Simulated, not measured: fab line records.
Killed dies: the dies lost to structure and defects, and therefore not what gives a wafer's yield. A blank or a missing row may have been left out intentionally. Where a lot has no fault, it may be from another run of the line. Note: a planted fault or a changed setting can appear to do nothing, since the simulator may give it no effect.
fab line records ; flow gf180mcu ; part 1 of 2: steps 1 to 25 of 36
record lots=5; wafers=15; last_day=32
route steps=602 shown CONTACT@312 M1@315 V1@335
lots with no fault: from the same line, run without faults
start_h: the number of hours between the record's first day and the start of the first shown wafer of the lot ; wait_h: hours from the lot's prior step to this one ; " identical to the entry in the row above ; L1.1+2: a single row standing in for several wafers ; - no value, or no start given ; * or withheld: withheld ; < > ~ a bound
route shown NAME@n: names a module that has steps shown in the file, with the first one's number in the route ; usual: mean and standard deviation over wafers with no fault ; same: alike in all rows ; chamber/n: place in a boat ; sites: readings site by site ; _std_site: the values' standard deviation ; _edge_site: mean of outer sites minus mean of inner sites ; radius_mm: for every site, how far away it sits from the centre of the wafer ; mask NAME#n: copy n ; behind: the last tool/chamber to shape the wafer ; hold: cause of the lot's hold/its duration in hours/its outcome ; device: transistor that didn't switch, given as n, p or np ; end of line: the same wafers' tests at the end of the route ; for a step that has no rows: nothing shown but its recipe ; killed: at the first sort, the dies lost to defects and structure; wafer yield is something else ; map: a wafer's dies, x killed, . not, _ none there
set.NAME: the setting as run; set.NAME@STEP: as run at that earlier step ; model.NAME: the simulator's own value behind a step, which no gauge read
certain route steps with their lots: each step a table, each wafer a row
services: when a tool's chamber went out of use (start_h, in hours from the record's first day, below 0 if earlier), for how many hours, and the reason
## steps
# step GF_CONTACT_RS_MEAS_25
# recipe thk_meas_gauge=four-point-probe; reads=W_of_CONTACT_CVD_24+TiN_of_CONTACT_SPUTTER_23+Ti_of_CONTACT_SPUTTER_22
# usual CONTACT_W_RS=0.384/0.0039
lot.wafer;tool;chamber;start_h;wait_h;CONTACT_W_RS[ohm/sq]
L077.4;film_metro-03;-;396.46;0.1;0.380
L077.5;film_metro-03;-;396.46;0.1;0.378
L077.6;film_metro-03;-;396.46;0.1;0.384
L079.2;film_metro-01;-;403.95;0.1;0.386
L079.5;film_metro-01;-;403.95;0.1;0.386
L079.6;film_metro-01;-;403.95;0.1;0.385
L080.1;film_metro-04;-;415.63;0.1;0.378
L080.2;film_metro-04;-;415.63;0.1;0.380
L080.6;film_metro-04;-;415.63;0.1;0.381
L081.1;film_metro-04;-;422.18;0.1;0.385
L081.3;film_metro-04;-;422.18;0.1;0.382
L081.4;film_metro-04;-;422.18;0.1;0.384
L088.3;film_metro-01;-;484.62;0.1;0.383
L088.5;film_metro-01;-;484.62;0.1;0.385
L088.6;film_metro-01;-;484.62;0.1;0.383
# step GF_CONTACT_THK_MEAS_26
# recipe thk_meas_gauge=xrf; reads=W_of_CONTACT_CVD_24
# usual CONTACT_W_THK=302/3.8
lot.wafer;tool;chamber;start_h;wait_h;CONTACT_W_THK[nm]
L077.4;film_metro-03;-;396.55;0.1;302
L077.5;film_metro-03;-;396.55;0.1;307
L077.6;film_metro-03;-;396.55;0.1;302
L079.2;film_metro-01;-;404.06;0.1;300
L079.5;film_metro-01;-;404.06;0.1;303
L079.6;film_metro-01;-;404.06;0.1;304
L080.1;film_metro-04;-;415.75;0.1;310
L080.2;film_metro-04;-;415.75;0.1;305
L080.6;film_metro-04;-;415.75;0.1;306
L081.1;film_metro-04;-;422.30;0.1;302
L081.3;film_metro-04;-;422.30;0.1;303
L081.4;film_metro-04;-;422.30;0.1;303
L088.3;film_metro-01;-;484.72;0.1;305
L088.5;film_metro-01;-;484.72;0.1;304
L088.6;film_metro-01;-;484.72;0.1;305
# step GF_CONTACT_CMP_27
# recipe stop_on=SiO2; down_force_psi=3.5; platen_rpm=60; t_overpolish_s=15; target_thk_nm=0; pad_velocity_m_s=0.94248
# usual motor_current_A=10.8/1.3; overpolish_run_s=15.000/0.0092; slurry_filter_dp_kPa=13.50/0.14; time_to_endpoint_s=74/4.1
# same t_overpolish_s=15
lot.wafer;tool;chamber;start_h;wait_h;motor_current_A;overpolish_run_s;slurry_filter_dp_kPa;time_to_endpoint_s
L077.4;cmp-01;1;396.63;0.1;8.3;15.004;13.69;76
L077.6;cmp-01;0;396.63;0.1;11.9;14.978;13.70;81
L077.5;cmp-01;1;396.63;0.1;8.3;14.997;13.51;76
L079.2;cmp-01;2;404.11;0.0;9.7;15.001;13.49;74
L079.5;cmp-01;2;404.11;0.0;9.8;14.992;13.38;74
L079.6;cmp-01;3;404.11;0.0;11.0;15.004;13.64;70
L080.1;cmp-01;0;415.91;0.1;11.8;15.020;13.70;82
L080.2;cmp-01;1;415.91;0.1;8.7;14.990;13.50;72
L080.6;cmp-01;2;415.91;0.1;10.1;14.996;13.56;77
L081.1;cmp-01;0;422.36;0.1;11.7;14.982;13.66;80
L081.4;cmp-01;1;422.36;0.1;8.6;14.994;13.75;74
L081.3;cmp-01;2;422.36;0.1;9.4;15.011;13.66;75
L088.3;cmp-02;1;484.86;0.1;11.5;14.976;13.59;75
L088.6;cmp-02;3;484.86;0.1;11.3;14.996;13.47;71
L088.5;cmp-02;0;484.86;0.1;12.0;15.002;13.57;74
# step GF_M1_SPUTTER_00
# recipe material=Ti; target_thk_nm=37.5; arriving_ion_energy_ev=80; substrate_temp_c=200; chamber_pressure_pa=2; power_w=4000; time_s=150
# usual throttle_valve_pct=29.8/1.1
lot.wafer;tool;chamber;start_h;wait_h;throttle_valve_pct
L077.4;pvd_sputter-04;-;396.88;0.2;31.0
L077.5;pvd_sputter-04;-;396.88;0.2;28.6
L077.6;pvd_sputter-04;-;396.88;0.2;30.9
L079.2;pvd_sputter-03;-;404.41;0.2;30.0
L079.5;pvd_sputter-03;-;404.41;0.2;29.8
L079.6;pvd_sputter-03;-;404.41;0.2;31.1
L080.1;pvd_sputter-02;-;416.11;0.1;31.4
L080.2;pvd_sputter-02;-;416.11;0.1;30.3
L080.6;pvd_sputter-02;-;416.11;0.1;29.9
L081.1;pvd_sputter-04;-;422.66;0.2;28.3
L081.3;pvd_sputter-04;-;422.66;0.2;28.3
L081.4;pvd_sputter-04;-;422.66;0.2;30.7
L088.3;pvd_sputter-03;-;485.06;0.1;28.7
L088.5;pvd_sputter-03;-;485.06;0.1;28.6
L088.6;pvd_sputter-03;-;485.06;0.1;28.5
# step GF_M1_SPUTTER_01
# recipe material=TiN; target_thk_nm=30; power_w=6500; time_s=25; chamber_pressure_pa=0.4
# usual throttle_valve_pct=29.9/1.1
lot.wafer;tool;chamber;start_h;wait_h;throttle_valve_pct
L077.4;pvd_sputter-04;-;396.98;0.1;30.9
L077.5;pvd_sputter-04;-;396.98;0.1;28.3
L077.6;pvd_sputter-04;-;396.98;0.1;31.0
L079.2;pvd_sputter-03;-;404.51;0.1;30.0
L079.5;pvd_sputter-03;-;404.51;0.1;29.9
L079.6;pvd_sputter-03;-;404.51;0.1;31.3
L080.1;pvd_sputter-02;-;416.21;0.1;31.3
L080.2;pvd_sputter-02;-;416.21;0.1;30.0
L080.6;pvd_sputter-02;-;416.21;0.1;29.9
L081.1;pvd_sputter-04;-;422.76;0.1;28.3
L081.3;pvd_sputter-04;-;422.76;0.1;28.7
L081.4;pvd_sputter-04;-;422.76;0.1;31.0
L088.3;pvd_sputter-03;-;485.16;0.1;29.1
L088.5;pvd_sputter-03;-;485.16;0.1;28.8
L088.6;pvd_sputter-03;-;485.16;0.1;28.3
# step GF_M1_SPUTTER_02
# recipe material=AlCu; target_thk_nm=450; power_w=10600; time_s=23.9; chamber_pressure_pa=0.4
# usual throttle_valve_pct=29.8/1.1
lot.wafer;tool;chamber;start_h;wait_h;throttle_valve_pct
L077.4;pvd_sputter-04;-;397.01;0.0;31.1
L077.5;pvd_sputter-04;-;397.01;0.0;28.1
L077.6;pvd_sputter-04;-;397.01;0.0;31.1
L079.2;pvd_sputter-03;-;404.54;0.0;29.8
L079.5;pvd_sputter-03;-;404.54;0.0;29.9
L079.6;pvd_sputter-03;-;404.54;0.0;31.3
L080.1;pvd_sputter-02;-;416.25;0.0;31.2
L080.2;pvd_sputter-02;-;416.25;0.0;30.2
L080.6;pvd_sputter-02;-;416.25;0.0;29.9
L081.1;pvd_sputter-04;-;422.79;0.0;28.3
L081.3;pvd_sputter-04;-;422.79;0.0;28.3
L081.4;pvd_sputter-04;-;422.79;0.0;30.6
L088.3;pvd_sputter-03;-;485.19;0.0;29.0
L088.5;pvd_sputter-03;-;485.19;0.0;28.8
L088.6;pvd_sputter-03;-;485.19;0.0;28.2
# step GF_M1_SPUTTER_03
# recipe material=Ti; target_thk_nm=10; substrate_temp_c=300; chamber_pressure_pa=0.3; power_w=3000; time_s=6.7
# usual throttle_valve_pct=29.8/1.1
lot.wafer;tool;chamber;start_h;wait_h;throttle_valve_pct
L077.4;pvd_sputter-04;-;397.04;0.0;30.9
L077.5;pvd_sputter-04;-;397.04;0.0;28.4
L077.6;pvd_sputter-04;-;397.04;0.0;30.7
L079.2;pvd_sputter-03;-;404.57;0.0;30.0
L079.5;pvd_sputter-03;-;404.57;0.0;30.1
L079.6;pvd_sputter-03;-;404.57;0.0;31.2
L080.1;pvd_sputter-02;-;416.28;0.0;31.2
L080.2;pvd_sputter-02;-;416.28;0.0;30.5
L080.6;pvd_sputter-02;-;416.28;0.0;29.8
L081.1;pvd_sputter-04;-;422.82;0.0;28.6
L081.3;pvd_sputter-04;-;422.82;0.0;28.6
L081.4;pvd_sputter-04;-;422.82;0.0;30.7
L088.3;pvd_sputter-03;-;485.22;0.0;29.0
L088.5;pvd_sputter-03;-;485.22;0.0;28.8
L088.6;pvd_sputter-03;-;485.22;0.0;28.2
# step GF_M1_SPUTTER_04
# recipe material=TiN; target_thk_nm=50; power_w=6500; time_s=41.7; chamber_pressure_pa=0.4
# usual throttle_valve_pct=29.8/1.1
lot.wafer;tool;chamber;start_h;wait_h;throttle_valve_pct
L077.4;pvd_sputter-04;-;397.06;0.0;30.9
L077.5;pvd_sputter-04;-;397.06;0.0;28.3
L077.6;pvd_sputter-04;-;397.06;0.0;30.7
L079.2;pvd_sputter-03;-;404.59;0.0;29.7
L079.5;pvd_sputter-03;-;404.59;0.0;29.8
L079.6;pvd_sputter-03;-;404.59;0.0;31.3
L080.1;pvd_sputter-02;-;416.30;0.0;31.5
L080.2;pvd_sputter-02;-;416.30;0.0;30.2
L080.6;pvd_sputter-02;-;416.30;0.0;29.7
L081.1;pvd_sputter-04;-;422.85;0.0;28.3
L081.3;pvd_sputter-04;-;422.85;0.0;28.4
L081.4;pvd_sputter-04;-;422.85;0.0;30.4
L088.3;pvd_sputter-03;-;485.24;0.0;28.9
L088.5;pvd_sputter-03;-;485.24;0.0;28.3
L088.6;pvd_sputter-03;-;485.24;0.0;28.1
# step GF_M1_RS_MEAS_05
# recipe thk_meas_gauge=four-point-probe; reads=TiN_of_M1_SPUTTER_04+Ti_of_M1_SPUTTER_03+AlCu_of_M1_SPUTTER_02+TiN_of_M1_SPUTTER_01+Ti_of_M1_SPUTTER_00
# usual M1_ALCU_RS=0.0694/0.00072
lot.wafer;tool;chamber;start_h;wait_h;M1_ALCU_RS[ohm/sq]
L077.4;film_metro-02;-;397.16;0.1;0.0688
L077.5;film_metro-02;-;397.16;0.1;0.0695
L077.6;film_metro-02;-;397.16;0.1;0.0685
L079.2;film_metro-03;-;404.65;0.0;0.0688
L079.5;film_metro-03;-;404.65;0.0;0.0691
L079.6;film_metro-03;-;404.65;0.0;0.0688
L080.1;film_metro-03;-;416.34;0.0;0.0703
L080.2;film_metro-03;-;416.34;0.0;0.0707
L080.6;film_metro-03;-;416.34;0.0;0.0695
L081.1;film_metro-01;-;422.88;0.0;0.0698
L081.3;film_metro-01;-;422.88;0.0;0.0700
L081.4;film_metro-01;-;422.88;0.0;0.0702
L088.3;film_metro-02;-;485.32;0.1;0.0702
L088.5;film_metro-02;-;485.32;0.1;0.0708
L088.6;film_metro-02;-;485.32;0.1;0.0694
# step GF_M1_THK_MEAS_06
# recipe thk_meas_gauge=xrf; reads=AlCu_of_M1_SPUTTER_02
# usual M1_ALCU_THK=451/5.5
lot.wafer;tool;chamber;start_h;wait_h;M1_ALCU_THK[nm]
L077.4;film_metro-02;-;397.25;0.1;456
L077.5;film_metro-02;-;397.25;0.1;449
L077.6;film_metro-02;-;397.25;0.1;457
L079.2;film_metro-03;-;404.76;0.1;459
L079.5;film_metro-03;-;404.76;0.1;454
L079.6;film_metro-03;-;404.76;0.1;460
L080.1;film_metro-03;-;416.46;0.1;449
L080.2;film_metro-03;-;416.46;0.1;445
L080.6;film_metro-03;-;416.46;0.1;452
L081.1;film_metro-01;-;423.00;0.1;448
L081.3;film_metro-01;-;423.00;0.1;449
L081.4;film_metro-01;-;423.00;0.1;446
L088.3;film_metro-02;-;485.42;0.1;446
L088.5;film_metro-02;-;485.42;0.1;444
L088.6;film_metro-02;-;485.42;0.1;452
# step GF_M1_DEHYDRATE_07
# recipe temp_c=200; time_s=60
# usual resist_line_temp_C=22.97/0.11
lot.wafer;tool;chamber;start_h;wait_h;resist_line_temp_C
L077.4;litho_track-03;0;408.52;11.3;23.12
L077.5;litho_track-03;0;408.52;11.3;22.93
L077.6;litho_track-03;0;408.52;11.3;23.14
L079.2;litho_track-02;0;415.83;11.1;22.92
L079.5;litho_track-02;0;415.83;11.1;22.85
L079.6;litho_track-02;0;415.83;11.1;22.94
L080.1;litho_track-03;0;427.99;11.5;22.92
L080.2;litho_track-03;0;427.99;11.5;22.93
L080.6;litho_track-03;0;427.99;11.5;23.03
L081.1;litho_track-03;0;434.69;11.7;23.03
L081.3;litho_track-03;0;434.69;11.7;22.97
L081.4;litho_track-03;0;434.69;11.7;22.91
L088.3;litho_track-03;0;496.94;11.5;23.11
L088.5;litho_track-03;0;496.94;11.5;22.86
L088.6;litho_track-03;0;496.94;11.5;23.01
# step GF_M1_HMDS_08
# recipe prime_time_s=60; prime_temp_c=120
# usual resist_line_temp_C=23.00/0.1
lot.wafer;tool;chamber;start_h;wait_h;resist_line_temp_C
L077.4;litho_track-03;0;408.67;0.1;23.06
L077.5;litho_track-03;0;408.67;0.1;23.00
L077.6;litho_track-03;0;408.67;0.1;23.00
L079.2;litho_track-02;0;415.98;0.1;23.07
L079.5;litho_track-02;0;415.98;0.1;22.97
L079.6;litho_track-02;0;415.98;0.1;22.86
L080.1;litho_track-03;0;428.14;0.1;22.85
L080.2;litho_track-03;0;428.14;0.1;22.89
L080.6;litho_track-03;0;428.14;0.1;22.86
L081.1;litho_track-03;0;434.84;0.1;23.00
L081.3;litho_track-03;0;434.84;0.1;23.16
L081.4;litho_track-03;0;434.84;0.1;23.25
L088.3;litho_track-03;0;497.09;0.1;22.96
L088.5;litho_track-03;0;497.09;0.1;22.95
L088.6;litho_track-03;0;497.09;0.1;22.97
# step GF_M1_COAT_09
# recipe resist=KrF; spin_rpm=withheld; resist_thk_nm=1000
# usual resist_line_temp_C=23.00/0.11
lot.wafer;tool;chamber;start_h;wait_h;resist_line_temp_C
L077.4;litho_track-03;0;408.82;0.1;23.13
L077.5;litho_track-03;0;408.82;0.1;23.05
L077.6;litho_track-03;0;408.82;0.1;23.18
L079.2;litho_track-02;0;416.13;0.1;22.81
L079.5;litho_track-02;0;416.13;0.1;23.05
L079.6;litho_track-02;0;416.13;0.1;22.96
L080.1;litho_track-03;0;428.29;0.1;22.96
L080.2;litho_track-03;0;428.29;0.1;23.06
L080.6;litho_track-03;0;428.29;0.1;22.91
L081.1;litho_track-03;0;434.99;0.1;23.10
L081.3;litho_track-03;0;434.99;0.1;23.01
L081.4;litho_track-03;0;434.99;0.1;23.04
L088.3;litho_track-03;0;497.24;0.1;22.88
L088.5;litho_track-03;0;497.24;0.1;22.89
L088.6;litho_track-03;0;497.24;0.1;22.90
# step GF_M1_SOFTBAKE_10
# recipe temp_c=130; time_s=60; resist=KrF
# usual resist_line_temp_C=23.00/0.1
lot.wafer;tool;chamber;start_h;wait_h;resist_line_temp_C
L077.4;litho_track-03;0;408.97;0.1;23.06
L077.5;litho_track-03;0;408.97;0.1;23.20
L077.6;litho_track-03;0;408.97;0.1;23.17
L079.2;litho_track-02;0;416.28;0.1;23.17
L079.5;litho_track-02;0;416.28;0.1;23.20
L079.6;litho_track-02;0;416.28;0.1;23.11
L080.1;litho_track-03;0;428.44;0.1;22.98
L080.2;litho_track-03;0;428.44;0.1;23.05
L080.6;litho_track-03;0;428.44;0.1;23.14
L081.1;litho_track-03;0;435.14;0.1;22.92
L081.3;litho_track-03;0;435.14;0.1;23.06
L081.4;litho_track-03;0;435.14;0.1;23.01
L088.3;litho_track-03;0;497.39;0.1;22.95
L088.5;litho_track-03;0;497.39;0.1;22.86
L088.6;litho_track-03;0;497.39;0.1;23.00
# step GF_M1_EXPOSE_11
# recipe mask_id=Metal1; target_cd_nm=230; na=0.68; source_shape=conventional; sigma_outer=0.6; dose_mj=28
lot.wafer;tool;chamber;start_h;wait_h;mask
L077.4+5+6;krf_scanner-02;0;-;-;Metal1#0
L079.2+5+6;krf_scanner-02;0;-;-;Metal1#0
L080.1+2+6;krf_scanner-02;0;-;-;Metal1#0
L081.1+3+4;krf_scanner-02;0;-;-;Metal1#0
L088.3+5+6;krf_scanner-01;0;-;-;Metal1#0
# step GF_M1_PEB_12
# recipe peb_temp_c=135; peb_time_s=90; resist=KrF
# usual resist_line_temp_C=23.01/0.094
lot.wafer;tool;chamber;start_h;wait_h;resist_line_temp_C
L077.4;litho_track-03;0;-;-;23.00
L077.5;litho_track-03;0;-;-;23.07
L077.6;litho_track-03;0;-;-;23.08
L079.2;litho_track-01;0;-;-;23.08
L079.5;litho_track-01;0;-;-;22.88
L079.6;litho_track-01;0;-;-;22.95
L080.1;litho_track-03;0;-;-;23.17
L080.2;litho_track-03;0;-;-;23.11
L080.6;litho_track-03;0;-;-;23.06
L081.1;litho_track-02;0;-;-;23.06
L081.3;litho_track-02;0;-;-;23.01
L081.4;litho_track-02;0;-;-;23.06
L088.3;litho_track-02;0;-;-;22.88
L088.5;litho_track-02;0;-;-;22.90
L088.6;litho_track-02;0;-;-;22.96
# step GF_M1_DEVELOP_13
# recipe develop_time_s=60; dev_temp_c=21
# usual resist_line_temp_C=23.00/0.11
lot.wafer;tool;chamber;start_h;wait_h;resist_line_temp_C
L077.4;litho_track-03;0;420.12;0.1;23.00
L077.5;litho_track-03;0;420.12;0.1;23.13
L077.6;litho_track-03;0;420.12;0.1;22.95
L079.2;litho_track-01;0;428.57;0.2;22.92
L079.5;litho_track-01;0;428.57;0.2;22.87
L079.6;litho_track-01;0;428.57;0.2;22.95
L080.1;litho_track-03;0;440.69;0.2;23.18
L080.2;litho_track-03;0;440.69;0.2;23.17
L080.6;litho_track-03;0;440.69;0.2;23.17
L081.1;litho_track-02;0;447.01;0.2;23.03
L081.3;litho_track-02;0;447.01;0.2;23.15
L081.4;litho_track-02;0;447.01;0.2;23.07
L088.3;litho_track-02;0;508.86;0.1;22.73
L088.5;litho_track-02;0;508.86;0.1;22.81
L088.6;litho_track-02;0;508.86;0.1;23.00
# step GF_M1_CD_MEAS_14
# recipe target_cd_nm=230
# usual cd_nm=230.0/1.5
lot.wafer;tool;chamber;start_h;wait_h;cd_nm
L077.4;cd_sem-01;-;420.25;0.1;228.7
L077.5;cd_sem-01;-;420.25;0.1;228.8
L077.6;cd_sem-01;-;420.25;0.1;230.0
L079.2;cd_sem-01;-;428.72;0.1;230.3
L079.5;cd_sem-01;-;428.72;0.1;231.0
L079.6;cd_sem-01;-;428.72;0.1;229.8
L080.1;cd_sem-01;-;440.84;0.1;231.4
L080.2;cd_sem-01;-;440.84;0.1;231.2
L080.6;cd_sem-01;-;440.84;0.1;232.0
L081.1;cd_sem-02;-;447.16;0.1;231.3
L081.3;cd_sem-02;-;447.16;0.1;232.1
L081.4;cd_sem-02;-;447.16;0.1;232.2
L088.3;cd_sem-02;-;509.00;0.1;231.6
L088.5;cd_sem-02;-;509.00;0.1;231.2
L088.6;cd_sem-02;-;509.00;0.1;231.7
# step GF_M1_OVL_MEAS_15
# usual M1_OVL=-2/5.8
lot.wafer;tool;chamber;start_h;wait_h;M1_OVL[nm]
L077.4;overlay-01;-;420.33;0.1;-1
L077.5;overlay-01;-;420.33;0.1;-1
L077.6;overlay-01;-;420.33;0.1;1
L079.2;overlay-02;-;428.82;0.1;-7
L079.5;overlay-02;-;428.82;0.1;4
L079.6;overlay-02;-;428.82;0.1;-5
L080.1;overlay-01;-;440.96;0.1;2
L080.2;overlay-01;-;440.96;0.1;-6
L080.6;overlay-01;-;440.96;0.1;2
L081.1;overlay-01;-;447.28;0.1;-4
L081.3;overlay-01;-;447.28;0.1;2
L081.4;overlay-01;-;447.28;0.1;-3
L088.3;overlay-01;-;509.09;0.1;-8
L088.5;overlay-01;-;509.09;0.1;-5
L088.6;overlay-01;-;509.09;0.1;-13
# step GF_M1_METAL_ETCH_16
# recipe chemistry=Cl2/BCl3; mask_material=KrF; target_depth_nm=750.8; stop_on=SiO2; pressure_mtorr=8; icp_w=800; bias_w=140; Cl2_flow_sccm=80; bcl3_flow_sccm=40; time_s=125.1
# usual drypump_motor_current_A=6.0/0.36; oes_product_au=0.988/0.0075; throttle_valve_pct=28.232/0.011
lot.wafer;tool;chamber;start_h;wait_h;drypump_motor_current_A;oes_product_au;rf_hours_counter_h;throttle_valve_pct
L077.4;rie_metal-03;1;420.39;0.1;6.1;0.991;-;28.217
L077.5;rie_metal-03;0;420.39;0.1;5.7;0.984;-;28.245
L077.6;rie_metal-03;1;420.39;0.1;6.1;0.989;-;28.242
L079.2;rie_metal-02;1;428.90;0.1;6.2;0.988;-;28.231
L079.5;rie_metal-02;1;428.90;0.1;6.2;0.990;-;28.224
L079.6;rie_metal-02;1;428.90;0.1;6.2;0.988;-;28.230
L080.1;rie_metal-02;0;441.00;0.0;6.2;0.999;0;28.227
L080.2;rie_metal-02;1;441.00;0.0;6.2;0.988;12;28.225
L080.6;rie_metal-02;0;441.00;0.0;6.2;1.003;-;28.220
L081.1;rie_metal-03;1;447.31;0.0;6.1;0.975;9;28.232
L081.3;rie_metal-03;0;447.31;0.0;5.7;0.986;-;28.248
L081.4;rie_metal-03;1;447.31;0.0;6.0;0.984;-;28.238
L088.3;rie_metal-02;0;509.20;0.1;6.2;1.001;-;28.202
L088.5;rie_metal-02;0;509.20;0.1;6.2;1.005;-;28.234
L088.6;rie_metal-02;0;509.20;0.1;6.2;0.989;-;28.223
# step GF_M1_STRIP_17
# recipe chemistry=O2/N2; power_w=1400; pressure_mtorr=1500; platen_temp_c=250; o2_flow_sccm=3000; n2_flow_sccm=300; overash_fraction=0.5
# usual drypump_motor_current_A=5.8/0.42; heater_power_w=323/40; oes_product_au=0.538/0.0056; strip_time_to_endpoint_s=7.40/0.058
lot.wafer;tool;chamber;start_h;wait_h;drypump_motor_current_A;heater_power_w;oes_product_au;rf_hours_counter_h;strip_time_to_endpoint_s
L077.4;plasma_asher-01;1;420.51;0.1;5.8;368;0.543;-;7.42
L077.5;plasma_asher-01;0;420.51;0.1;5.6;359;0.537;-;7.46
L077.6;plasma_asher-01;1;420.51;0.1;5.8;361;0.535;-;7.43
L079.2;plasma_asher-04;1;429.18;0.2;6.3;284;0.539;81;7.42
L079.5;plasma_asher-04;1;429.18;0.2;6.3;285;0.532;-;7.39
L079.6;plasma_asher-04;0;429.18;0.2;5.3;363;0.541;-;7.36
L080.1;plasma_asher-04;1;441.13;0.1;6.3;279;0.528;83;7.30
L080.2;plasma_asher-04;0;441.13;0.1;5.3;370;0.537;83;7.41
L080.6;plasma_asher-04;0;441.13;0.1;5.3;367;0.536;-;7.32
L081.1;plasma_asher-04;0;447.44;0.1;5.3;354;0.534;83;7.39
L081.3;plasma_asher-04;1;447.44;0.1;6.3;281;0.534;-;7.37
L081.4;plasma_asher-04;0;447.44;0.1;5.3;355;0.543;-;7.39
L088.3;plasma_asher-04;1;509.40;0.2;6.3;281;0.532;-;7.33
L088.5;plasma_asher-04;1;509.40;0.2;6.4;281;0.535;-;7.28
L088.6;plasma_asher-04;0;509.40;0.2;5.3;371;0.526;-;7.33
# step GF_M1_STRIP_18
# recipe chemistry=post_etch_residue_remover; time_s=1200; temp_c=72.5
lot.wafer;tool;chamber;start_h;wait_h
L077.4+5+6;wet_bench-02;3;420.58;0.0
L079.2+5+6;wet_bench-01;2;429.28;0.1
L080.1+2+6;wet_bench-02;0;441.23;0.1
L081.1+3+4;wet_bench-04;0;447.54;0.1
L088.3+5+6;wet_bench-02;2;509.47;0.0
# step GF_M1_CLEAN_19
# recipe chemistry=DIW; dry=n2_spin
lot.wafer;tool;chamber;start_h;wait_h
L077.4+5+6;wet_bench-04;3;420.92;0.0
L079.2+5+6;wet_bench-04;2;429.62;0.0
L080.1+2+6;wet_bench-01;1;441.57;0.0
L081.1+3+4;wet_bench-02;0;447.88;0.0
L088.3+5+6;wet_bench-01;1;509.84;0.0
# step GF_V1_CVD_00
# recipe material=SiO2; target_thk_nm=600; sigma_open_frac=0.3; temp_c=400; time_s=100; sih4_flow_sccm=60; pressure_mtorr=6
# usual susceptor_temp_C=399.99/0.22
lot.wafer;tool;chamber;start_h;wait_h;susceptor_temp_C
L077.4;hdpcvd-02;1;421.12;0.1;399.74
L077.5;hdpcvd-02;1;421.12;0.1;399.67
L077.6;hdpcvd-02;1;421.12;0.1;399.91
L079.2;hdpcvd-01;2;429.71;0.0;400.06
L079.5;hdpcvd-01;1;429.71;0.0;400.26
L079.6;hdpcvd-01;2;429.71;0.0;400.13
L080.1;hdpcvd-02;2;441.67;0.0;399.98
L080.2;hdpcvd-02;1;441.67;0.0;400.17
L080.6;hdpcvd-02;0;441.67;0.0;399.91
L081.1;hdpcvd-02;0;447.98;0.0;400.04
L081.3;hdpcvd-02;2;447.98;0.0;399.87
L081.4;hdpcvd-02;2;447.98;0.0;399.96
L088.3;hdpcvd-01;1;509.93;0.0;400.08
L088.5;hdpcvd-01;1;509.93;0.0;400.01
L088.6;hdpcvd-01;2;509.93;0.0;399.60
# step GF_V1_THK_MEAS_01
# recipe reads=SiO2_of_V1_CVD_00
# usual V1_CVD_00_THK=601/6.3
lot.wafer;tool;chamber;start_h;wait_h;V1_CVD_00_THK[nm]
L077.4;film_metro-02;-;421.26;0.1;603
L077.5;film_metro-02;-;421.26;0.1;605
L077.6;film_metro-02;-;421.26;0.1;604
L079.2;film_metro-02;-;429.79;0.0;605
L079.5;film_metro-02;-;429.79;0.0;602
L079.6;film_metro-02;-;429.79;0.0;600
L080.1;film_metro-04;-;441.74;0.0;594
L080.2;film_metro-04;-;441.74;0.0;611
L080.6;film_metro-04;-;441.74;0.0;608
L081.1;film_metro-04;-;448.05;0.0;607
L081.3;film_metro-04;-;448.05;0.0;592
L081.4;film_metro-04;-;448.05;0.0;587
L088.3;film_metro-02;-;510.03;0.1;605
L088.5;film_metro-02;-;510.03;0.1;608
L088.6;film_metro-02;-;510.03;0.1;604
